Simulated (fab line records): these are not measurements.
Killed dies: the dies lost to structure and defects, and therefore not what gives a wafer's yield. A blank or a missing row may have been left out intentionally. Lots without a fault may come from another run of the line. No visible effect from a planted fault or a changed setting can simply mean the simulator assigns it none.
fab line records ; flow sky130
[record] lots = 6; wafers = 18; last_day = 49
route steps=708 shown SD_N@344 SD_P@359 RES_XHIGH@360 SALICIDE@361 PAD_OPEN@708
lots untouched by any fault: they come from a run of this same line in which no faults occurred
start_h: hours from the record's first day to the start of the lot's first wafer shown ; wait_h: time in hours since the lot's previous step ; " identical to the entry in the row above ; L1.1+2: one row covering several wafers at once ; - value missing, or start not given ; * or withheld: withheld ; < > ~ a bound
route shown NAME@n: a module of which the file shows steps, and the number in the route of the first ; usual: mean/standard deviation taken from wafers without a fault ; same: alike in all rows ; chamber/n: place in a boat ; sites: readings site by site ; _std_site: standard deviation of those values ; _edge_site: the outer-site mean with the inner-site mean subtracted ; radius_mm: how far each site lies from the wafer's centre ; mask NAME#n: copy n ; behind: the last tool/chamber to shape the wafer ; hold: why the lot went on hold/how many hours it stayed there/how the hold came to an end ; device: which transistor (n, p or np) failed to switch ; end of line: at the end of the route, the tests of the same wafers ; step lacking rows: just its recipe ; killed: not the wafer's yield, but the dies lost to structure and defects at the first sort ; map: dies across one wafer; x = killed, . = not, _ = none there
set.NAME: the setting as run; set.NAME@STEP: as run at that earlier step ; model.NAME: the simulator's own value behind a step, which no gauge read
certain route steps with their lots: each step a table, each wafer a row
services: from which hour (start_h, from the record's first day; less than 0 if before it) a tool's chamber was out of use, for how many hours, and why
[[steps]]
[step SKY_SD_N_COAT_02]
[recipe] resist = NOVOLAK; spin_rpm = 3000; resist_thk_nm = 1140
[step SKY_SD_N_SOFTBAKE_03]
[recipe] temp_c = 90; time_s = 60; resist = NOVOLAK
[step SKY_SD_N_EXPOSE_04]
[recipe] mask_id = NSDM; na = 0.6; source_shape = conventional; sigma_outer = 0.6; polarization = unpolarized; target_cd_nm = 380; dose_mj = 141
[step SKY_SD_N_PEB_05]
[recipe] temp_c = withheld; time_s = *; resist = NOVOLAK
[step SKY_SD_N_DEVELOP_06]
[recipe] resist = NOVOLAK; developer = TMAH; develop_time_s = 60; dev_temp_c = 23
[step SKY_SD_N_CD_MEAS_07]
[recipe] target_cd_nm = 380
[usual] cd_nm = 380/3.4
lot.wafer;tool;chamber;start_h;wait_h;cd_nm
L767.1;cd_sem-01;-;709.95;0.1;379
L767.3;cd_sem-01;-;709.95;0.1;380
L767.5;cd_sem-01;-;709.95;0.1;378
L769.1;cd_sem-01;-;721.35;0.1;377
L769.2;cd_sem-01;-;721.35;0.1;376
L769.4;cd_sem-01;-;721.35;0.1;375
L771.1;cd_sem-02;-;745.71;0.1;378
L771.3;cd_sem-02;-;745.71;0.1;379
L771.6;cd_sem-02;-;745.71;0.1;380
L772.2;cd_sem-01;-;749.98;0.1;381
L772.4;cd_sem-01;-;749.98;0.1;383
L772.5;cd_sem-01;-;749.98;0.1;384
L773.3;cd_sem-01;-;760.30;0.1;380
L773.5;cd_sem-01;-;760.30;0.1;379
L773.6;cd_sem-01;-;760.30;0.1;378
L780.1;cd_sem-02;-;802.96;0.1;385
L780.2;cd_sem-02;-;802.96;0.1;385
L780.4;cd_sem-02;-;802.96;0.1;386
[step SKY_SD_N_OVL_MEAS_08]
[usual] SD_N_OVL = -0.9/1.4
lot.wafer;tool;chamber;start_h;wait_h;SD_N_OVL[nm]
L767.1;overlay-01;-;710.07;0.1;0.0
L767.3;overlay-01;-;710.07;0.1;-2.0
L767.5;overlay-01;-;710.07;0.1;-1.9
L769.1;overlay-01;-;721.47;0.1;1.1
L769.2;overlay-01;-;721.47;0.1;0.9
L769.4;overlay-01;-;721.47;0.1;1.2
L771.1;overlay-02;-;745.83;0.1;-0.2
L771.3;overlay-02;-;745.83;0.1;-1.5
L771.6;overlay-02;-;745.83;0.1;0.4
L772.2;overlay-01;-;750.08;0.1;-1.4
L772.4;overlay-01;-;750.08;0.1;-0.3
L772.5;overlay-01;-;750.08;0.1;0.0
L773.3;overlay-02;-;760.39;0.1;-1.7
L773.5;overlay-02;-;760.39;0.1;-0.9
L773.6;overlay-02;-;760.39;0.1;-1.8
L780.1;overlay-02;-;803.08;0.1;-0.4
L780.2;overlay-02;-;803.08;0.1;-0.2
L780.4;overlay-02;-;803.08;0.1;-1.7
[step SKY_SD_N_IMPLANT_09]
[recipe] species = As; energy_kev = 50; dose_cm2 = 4e+15; tilt_deg = 0
[step SKY_SD_N_IMPLANT_10]
[recipe] species = P; energy_kev = 20; dose_cm2 = 1e+14; tilt_deg = 0
[step SKY_SD_N_STRIP_11]
[recipe] chemistry = O2/N2; power_w = 1400; pressure_mtorr = 1500; platen_temp_c = withheld; o2_flow_sccm = 3000; n2_flow_sccm = 300; overash_fraction = 0.5
[usual] drypump_motor_current_A = 5.56/0.3; oes_product_au = 0.527/0.0047; strip_time_to_endpoint_s = 22.52/0.037
lot.wafer;tool;chamber;start_h;wait_h;drypump_motor_current_A;oes_product_au;rf_hours_counter_h;strip_time_to_endpoint_s
L767.1;plasma_asher-01;0;710.41;0.1;5.21;0.526;29;22.45
L767.3;plasma_asher-01;1;710.41;0.1;5.40;0.530;-;22.49
L767.5;plasma_asher-01;1;710.41;0.1;5.41;0.520;-;22.47
L769.1;plasma_asher-01;1;721.81;0.1;5.45;0.532;30;22.40
L769.2;plasma_asher-01;0;721.81;0.1;5.18;0.533;30;22.49
L769.4;plasma_asher-01;1;721.81;0.1;5.44;0.529;-;22.51
L771.1;plasma_asher-04;0;746.16;0.1;5.65;0.536;61;22.56
L771.3;plasma_asher-04;0;746.16;0.1;5.63;0.529;-;22.52
L771.6;plasma_asher-04;0;746.16;0.1;5.63;0.527;-;22.52
L772.2;plasma_asher-01;1;750.41;0.1;5.43;0.521;33;22.56
L772.4;plasma_asher-01;1;750.41;0.1;5.42;0.526;-;22.55
L772.5;plasma_asher-01;0;750.41;0.1;5.17;0.529;-;22.53
L773.3;plasma_asher-04;1;760.75;0.1;5.84;0.531;-;22.59
L773.5;plasma_asher-04;0;760.75;0.1;5.65;0.533;-;22.53
L773.6;plasma_asher-04;1;760.75;0.1;5.86;0.526;-;22.56
L780.1;plasma_asher-04;0;803.41;0.1;5.64;0.532;67;22.54
L780.2;plasma_asher-04;1;803.41;0.1;5.83;0.534;67;22.48
L780.4;plasma_asher-04;0;803.41;0.1;5.65;0.537;-;22.51
[step SKY_SD_N_TW_MEAS_12]
[usual] SD_N_TW = 3989/20
lot.wafer;tool;chamber;start_h;wait_h;SD_N_TW
L767.1;film_metro-01;-;710.51;0.1;3983
L767.3;film_metro-01;-;710.51;0.1;3973
L767.5;film_metro-01;-;710.51;0.1;3994
L769.1;film_metro-01;-;721.91;0.1;3972
L769.2;film_metro-01;-;721.91;0.1;3985
L769.4;film_metro-01;-;721.91;0.1;3972
L771.1;film_metro-01;-;746.26;0.1;4012
L771.3;film_metro-01;-;746.26;0.1;3991
L771.6;film_metro-01;-;746.26;0.1;3998
L772.2;film_metro-02;-;750.52;0.1;4008
L772.4;film_metro-02;-;750.52;0.1;3981
L772.5;film_metro-02;-;750.52;0.1;3984
L773.3;film_metro-01;-;760.83;0.1;3992
L773.5;film_metro-01;-;760.83;0.1;3987
L773.6;film_metro-01;-;760.83;0.1;3971
L780.1;film_metro-01;-;803.51;0.1;3959
L780.2;film_metro-01;-;803.51;0.1;3978
L780.4;film_metro-01;-;803.51;0.1;3977
[step SKY_SD_N_CLEAN_13]
[recipe] chemistry = SC1/SC2; mix = 1:4:20; temp_c = 70; time_s = 150; dry = n2_spin
[step SKY_SD_N_RTA_14]
[recipe] temp_c = 1075; time_s = 2; idle_temp_c = 650; ramp_up_c_per_s = 150; ramp_down_c_per_s = 90; ambient = N2
[usual] chamber_o2_ppm = 1.998/0.025; lamp_power_pct = 15.74/0.053; wafer_temp_C_max = 1078.1/1.4
lot.wafer;tool;chamber;start_h;wait_h;chamber_o2_ppm;lamp_power_pct;wafer_temp_C_max
L767.1;rtp_anneal-02;0;710.62;0.0;2.007;15.72;1077.8
L767.3;rtp_anneal-02;0;710.62;0.0;2.017;15.75;1079.7
L767.5;rtp_anneal-02;0;710.62;0.0;2.028;15.73;1078.9
L769.1;rtp_anneal-01;0;722.02;0.0;2.001;15.79;1076.8
L769.2;rtp_anneal-01;0;722.02;0.0;2.015;15.79;1078.7
L769.4;rtp_anneal-01;0;722.02;0.0;2.006;15.76;1078.8
L771.1;rtp_anneal-01;0;746.37;0.0;2.049;16.76;1123.0
L771.3;rtp_anneal-01;0;746.37;0.0;2.016;16.79;1120.3
L771.6;rtp_anneal-01;0;746.37;0.0;2.032;16.88;1122.0
L772.2;rtp_anneal-02;0;750.63;0.0;2.002;15.76;1077.0
L772.4;rtp_anneal-02;0;750.63;0.0;1.977;15.74;1079.2
L772.5;rtp_anneal-02;0;750.63;0.0;2.023;15.70;1077.2
L773.3;rtp_anneal-01;0;760.94;0.0;2.019;16.81;1123.0
L773.5;rtp_anneal-01;0;760.94;0.0;1.959;16.70;1123.7
L773.6;rtp_anneal-01;0;760.94;0.0;1.977;16.76;1121.7
L780.1;rtp_anneal-02;0;803.63;0.0;1.957;15.68;1077.5
L780.2;rtp_anneal-02;0;803.63;0.0;1.992;15.71;1077.1
L780.4;rtp_anneal-02;0;803.63;0.0;1.957;15.72;1077.9
[step SKY_SD_N_RS_MEAS_16]
[recipe] thk_meas_gauge = four-point-probe
[usual] SD_N_RS = 68.64/0.11
lot.wafer;tool;chamber;start_h;wait_h;SD_N_RS[ohm/sq]
L767.1;film_metro-01;-;710.79;0.1;68.54
L767.3;film_metro-01;-;710.79;0.1;68.76
L767.5;film_metro-01;-;710.79;0.1;68.70
L769.1;film_metro-01;-;722.19;0.1;68.69
L769.2;film_metro-01;-;722.19;0.1;68.69
L769.4;film_metro-01;-;722.19;0.1;68.59
L771.1;film_metro-02;-;746.55;0.1;60.55
L771.3;film_metro-02;-;746.55;0.1;60.51
L771.6;film_metro-02;-;746.55;0.1;60.60
L772.2;film_metro-02;-;750.82;0.1;68.61
L772.4;film_metro-02;-;750.82;0.1;68.65
L772.5;film_metro-02;-;750.82;0.1;68.67
L773.3;film_metro-01;-;761.14;0.1;60.29
L773.5;film_metro-01;-;761.14;0.1;60.49
L773.6;film_metro-01;-;761.14;0.1;60.30
L780.1;film_metro-01;-;803.80;0.1;68.57
L780.2;film_metro-01;-;803.80;0.1;68.65
L780.4;film_metro-01;-;803.80;0.1;68.57
[step SKY_SD_N_RS_MEAS_17]
[recipe] thk_meas_gauge = four-point-probe
[usual] SD_P_RS = 147.3/0.34
lot.wafer;tool;chamber;start_h;wait_h;SD_P_RS[ohm/sq]
L767.1;film_metro-01;-;710.91;0.1;146.9
L767.3;film_metro-01;-;710.91;0.1;147.5
L767.5;film_metro-01;-;710.91;0.1;147.6
L769.1;film_metro-01;-;722.31;0.1;147.5
L769.2;film_metro-01;-;722.31;0.1;147.4
L769.4;film_metro-01;-;722.31;0.1;147.3
L771.1;film_metro-02;-;746.67;0.1;108.0
L771.3;film_metro-02;-;746.67;0.1;107.6
L771.6;film_metro-02;-;746.67;0.1;108.3
L772.2;film_metro-02;-;750.94;0.1;147.4
L772.4;film_metro-02;-;750.94;0.1;148.0
L772.5;film_metro-02;-;750.94;0.1;148.0
L773.3;film_metro-01;-;761.26;0.1;107.3
L773.5;film_metro-01;-;761.26;0.1;107.4
L773.6;film_metro-01;-;761.26;0.1;107.1
L780.1;film_metro-01;-;803.92;0.1;146.6
L780.2;film_metro-01;-;803.92;0.1;147.1
L780.4;film_metro-01;-;803.92;0.1;147.1
[step SKY_SD_N_RS_MEAS_18]
[recipe] thk_meas_gauge = four-point-probe
[usual] RES_XHIGH_RS = 333.9/1.3
lot.wafer;tool;chamber;start_h;wait_h;RES_XHIGH_RS[ohm/sq]
L767.1;film_metro-01;-;711.03;0.1;333.7
L767.3;film_metro-01;-;711.03;0.1;334.6
L767.5;film_metro-01;-;711.03;0.1;334.2
L769.1;film_metro-01;-;722.43;0.1;332.9
L769.2;film_metro-01;-;722.43;0.1;333.6
L769.4;film_metro-01;-;722.43;0.1;332.8
L771.1;film_metro-02;-;746.79;0.1;330.1
L771.3;film_metro-02;-;746.79;0.1;330.1
L771.6;film_metro-02;-;746.79;0.1;331.1
L772.2;film_metro-02;-;751.06;0.1;335.5
L772.4;film_metro-02;-;751.06;0.1;333.9
L772.5;film_metro-02;-;751.06;0.1;335.0
L773.3;film_metro-01;-;761.38;0.1;328.7
L773.5;film_metro-01;-;761.38;0.1;327.8
L773.6;film_metro-01;-;761.38;0.1;327.3
L780.1;film_metro-01;-;804.04;0.1;333.0
L780.2;film_metro-01;-;804.04;0.1;332.4
L780.4;film_metro-01;-;804.04;0.1;333.5
[step SKY_SALICIDE_CLEAN_00]
[recipe] chemistry = HF-last; time_s = 30; dilution = 100:1; dry = ipa_marangoni
[step SKY_PAD_OPEN_PROBE_99]
[usual] killed_at_M0_to_M3 = 42/7.1; killed_at_M4_up = 3.3/1.9; killed_at_contacts = 24/5; killed_at_front_end = 15/4.7; killed_at_other = 0.3/0.61; killed_dies = 86/9.6; killed_open = 47/7.5; killed_short = 38/6.6
[same] gross_dies = 492; killed_at_back_side = 0
lot.wafer;tool;chamber;start_h;wait_h;killed_at_M0_to_M3;killed_at_M4_up;killed_at_contacts;killed_at_front_end;killed_at_other;killed_dies;killed_open;killed_short;model.etest.res_xhigh_po.line_ohm_um;model.etest.res_xhigh_po.rs_ohm_sq;model.etest.pfet_01v8.r_on_ohm_um;model.etest.res_pdiff.line_ohm_um;model.etest.pfet_g5v0d10v5.r_on_ohm_um;model.etest.res_high_po.line_ohm_um;model.etest.licon_high_po.rc_ohm;model.etest.res_ndiff.line_ohm_um
L767.1;prober-02;-;1124.34;0.1;32;0;25;10;0;67;44;23;5689;2003;2868;1395;4814;751;343.7;767.6
L767.3;prober-02;-;1124.44;0.2;34;1;23;16;0;74;44;30;5500;1931;2896;1386;4828;716.4;334.9;770.5
L767.5;prober-02;-;1124.54;0.2;45;3;28;12;1;89;49;39;5572;1963;2837;1353;4763;747.7;350;741.6
L769.1;prober-01;-;1133.12;0.1;49;1;34;14;0;98;52;46;5838;2025;2987;1339;4746;758.7;362;777.4
L769.2;prober-01;-;1133.17;0.1;39;2;32;32;0;105;51;54;5902;2060;2936;1367;4696;777.6;368;789.1
L769.4;prober-01;-;1133.27;0.2;48;3;28;16;0;95;48;47;5832;2055;2968;1336;4676;766.9;372.1;757
L771.1;prober-01;-;1149.09;0.1;55;4;14;18;0;91;42;49;3950;1377;2374;1062;4522;548;221.5;667
L771.3;prober-01;-;1149.19;0.2;40;3;28;13;0;84;39;45;3964;1397;2394;1060;4498;565.9;222.1;661.8
L771.6;prober-01;-;1149.34;0.2;51;3;16;10;0;80;47;33;3886;1369;2364;1066;4596;561;230.9;668.8
L772.2;prober-02;-;1151.07;0.1;44;7;24;13;0;88;50;38;5629;2021;2920;1385;4855;743;349;765.3
L772.4;prober-02;-;1151.17;0.2;51;8;25;12;0;96;56;40;5524;1950;2951;1411;4832;748.3;345.9;776.2
L772.5;prober-02;-;1151.22;0.2;34;7;21;8;1;71;35;36;5647;1943;2877;1406;4827;758;358.2;765.4
L773.3;prober-01;-;1157.15;0.2;45;4;29;20;0;98;49;49;3843;1364;2417;1054;4582;553.5;223.1;680.6
L773.5;prober-01;-;1157.25;0.2;37;1;24;12;0;74;40;34;3877;1372;2369;1042;4512;570.6;230.5;680.2
L773.6;prober-01;-;1157.30;0.2;48;2;22;12;0;84;45;38;3919;1396;2360;1066;4571;557.9;233.9;685.4
L780.1;prober-02;-;1184.42;0.1;34;0;29;15;0;78;50;27;5826;2022;2899;1341;4766;752.6;345.2;746.4
L780.2;prober-02;-;1184.47;0.1;36;8;13;15;0;72;43;28;5775;2006;2895;1350;4726;768.3;356.4;762.2
L780.4;prober-02;-;1184.57;0.2;48;3;29;18;0;98;64;33;5596;1953;2910;1346;4728;748.9;344.8;755.9
// killed by level:class
L767.1 CONTACT:geometric_particle:open=9 VIA3:geometric_particle:open=8 LI_CONTACT:geometric_particle:open=7 VIA1:geometric_particle:open=6 LOCAL_INTERCONNECT:geometric_particle:short=5 FIELD_ISO:geometric_particle:open=3 VIA2:geometric_particle:short=3 POLY_GATE:geometric_particle:open=3
L767.3 CONTACT:geometric_particle:open=10 FIELD_ISO:geometric_particle:short=7 VIA1:geometric_particle:open=7 VIA3:geometric_particle:open=6 FIELD_ISO:geometric_particle:open=5 VIA2:geometric_particle:short=5 LI_CONTACT:geometric_particle:open=5 VIA2:geometric_particle:open=3
L767.5 LI_CONTACT:geometric_particle:open=10 VIA2:geometric_particle:open=9 VIA1:geometric_particle:open=9 CONTACT:geometric_particle:open=7 LI_CONTACT:geometric_particle:short=5 VIA1:geometric_particle:short=5 METAL1:geometric_particle:short=5 VIA3:geometric_particle:open=5
L769.1 CONTACT:geometric_particle:open=12 LI_CONTACT:geometric_particle:open=9 CONTACT:geometric_particle:short=8 VIA2:geometric_particle:open=8 VIA1:geometric_particle:short=7 VIA2:geometric_particle:short=7 METAL2:geometric_particle:short=6 VIA3:geometric_particle:open=6
L769.2 FIELD_ISO:geometric_particle:short=10 CONTACT:geometric_particle:open=10 LI_CONTACT:geometric_particle:open=8 CONTACT:geometric_particle:short=8 POLY_GATE:geometric_particle:open=7 VIA1:geometric_particle:open=7 VIA2:geometric_particle:short=6 POLY_GATE:geometric_particle:short=6
L769.4 METAL2:geometric_particle:short=12 CONTACT:geometric_particle:open=9 LI_CONTACT:geometric_particle:open=8 VIA1:geometric_particle:open=7 VIA2:geometric_particle:open=6 VIA3:geometric_particle:open=6 CONTACT:geometric_particle:short=5 VIA2:geometric_particle:short=5
L771.1 VIA2:geometric_particle:open=13 VIA1:geometric_particle:short=8 METAL2:geometric_particle:short=8 METAL1:geometric_particle:short=5 VIA1:geometric_particle:open=5 FIELD_ISO:geometric_particle:short=4 SPACER:geometric_particle:open=4 LOCAL_INTERCONNECT:geometric_particle:short=4
L771.3 CONTACT:geometric_particle:short=9 CONTACT:geometric_particle:open=8 VIA1:geometric_particle:open=8 METAL2:geometric_particle:short=7 METAL1:geometric_particle:short=6 VIA2:geometric_particle:open=5 LI_CONTACT:geometric_particle:short=4 LI_CONTACT:geometric_particle:open=4
L771.6 VIA1:geometric_particle:open=15 VIA2:geometric_particle:open=7 CONTACT:geometric_particle:open=6 METAL2:geometric_particle:short=6 VIA3:geometric_particle:open=5 LI_CONTACT:geometric_particle:open=4 CONTACT:geometric_particle:short=4 VIA1:geometric_particle:short=4
L772.2 CONTACT:geometric_particle:open=10 VIA1:geometric_particle:open=8 VIA2:geometric_particle:open=8 LI_CONTACT:geometric_particle:open=6 CONTACT:geometric_particle:short=6 VIA2:geometric_particle:short=6 METAL4:geometric_particle:short=6 METAL2:geometric_particle:short=5
L772.4 VIA1:geometric_particle:open=13 VIA2:geometric_particle:open=9 CONTACT:geometric_particle:open=8 LI_CONTACT:geometric_particle:open=7 VIA3:geometric_particle:open=7 CONTACT:geometric_particle:short=6 METAL3:geometric_particle:short=5 METAL2:geometric_particle:short=4
L772.5 CONTACT:geometric_particle:open=10 VIA2:geometric_particle:open=8 CONTACT:geometric_particle:short=7 VIA1:geometric_particle:open=7 METAL4:geometric_particle:short=6 VIA1:geometric_particle:short=5 VIA3:geometric_particle:open=4 FIELD_ISO:geometric_particle:short=3
L773.3 VIA1:geometric_particle:open=10 CONTACT:geometric_particle:open=9 VIA3:geometric_particle:open=9 VIA3:geometric_particle:short=8 FIELD_ISO:geometric_particle:open=6 CONTACT:geometric_particle:short=6 FIELD_ISO:geometric_particle:short=5 LI_CONTACT:geometric_particle:open=5
L773.5 VIA1:geometric_particle:open=11 CONTACT:geometric_particle:open=7 VIA3:geometric_particle:open=7 LI_CONTACT:geometric_particle:open=5 LI_CONTACT:geometric_particle:short=5 CONTACT:geometric_particle:short=4 VIA2:geometric_particle:open=4 SPACER:geometric_particle:short=3
L773.6 VIA1:geometric_particle:open=11 CONTACT:geometric_particle:open=10 METAL3:geometric_particle:short=7 METAL1:geometric_particle:short=7 VIA2:geometric_particle:short=6 VIA2:geometric_particle:open=6 FIELD_ISO:geometric_particle:open=5 POLY_GATE:geometric_particle:open=4
L780.1 VIA2:geometric_particle:open=9 LI_CONTACT:geometric_particle:open=8 CONTACT:geometric_particle:open=8 VIA1:geometric_particle:open=6 LOCAL_INTERCONNECT:geometric_particle:short=5 VIA3:geometric_particle:open=5 SPACER:geometric_particle:open=4 METAL2:geometric_particle:short=4
L780.2 VIA2:geometric_particle:open=9 VIA1:geometric_particle:open=7 FIELD_ISO:geometric_particle:open=5 LI_CONTACT:geometric_particle:open=5 VIA3:geometric_particle:open=5 METAL1:geometric_particle:short=5 CONTACT:geometric_particle:open=3 VIA3:geometric_particle:short=3
L780.4 VIA1:geometric_particle:open=12 LI_CONTACT:geometric_particle:open=10 CONTACT:geometric_particle:open=10 VIA2:geometric_particle:open=9 VIA3:geometric_particle:open=7 FIELD_ISO:geometric_particle:open=6 FIELD_ISO:geometric_particle:short=4 LOCAL_INTERCONNECT:geometric_particle:short=4
[[services]]
tool;chamber;start_h;hours;kind
plasma_asher-04;-;703.16;6.9;pm
plasma_asher-01;-;795.86;19.7;repair
rtp_anneal-01;-;796.25;2.9;pm
[[key]]
[first_sign] step = SKY_SD_N_RTA_14; reading = wafer_temp_C_max; direction = up; sigmas = 31; usual = *; struck = *
[effect] step = SKY_SD_N_RTA_14; reading = lamp_power_pct; direction = up; sigmas = 20; usual = 15.74; struck = 16.78
[effect] step = SKY_SD_N_RS_MEAS_16; reading = SD_N_RS; direction = down; sigmas = 73; usual = 68.64; struck = 60.46
[effect] step = SKY_SD_N_RS_MEAS_17; reading = SD_P_RS; direction = down; sigmas = 99+; usual = 147.3; struck = 107.6
[effect] step = SKY_SD_N_RS_MEAS_18; reading = RES_XHIGH_RS; direction = down; sigmas = 3.6; usual = 333.9; struck = 329.2
[model_effect] step = SKY_PAD_OPEN_PROBE_99; value = etest.res_xhigh_po.line_ohm_um; without = 5567; struck = 3906
met_at SKY_SD_N_RTA_14
struck_wafers L771.1,L771.3,L771.6,L773.3,L773.5,L773.6
tester_left_out L771,L773
onset_between 722.02 746.37
[fault] kind = process_parameter_drift; tool = rtp_anneal-01; chamber = -; onset_h = 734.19; steps = SKY_SD_N_RTA_14; channel = temp_c; offset = *; shape = step; end_h = 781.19; acts_in = *; stated = *
// tester_left_out: of these lots the tester's yield and bins aren't shown, on N5 and GAA mostly nor the transistor test; their killed dies are dies lost to structure and defects alone, not to doping, threshold or leakage, so they don't give the yield
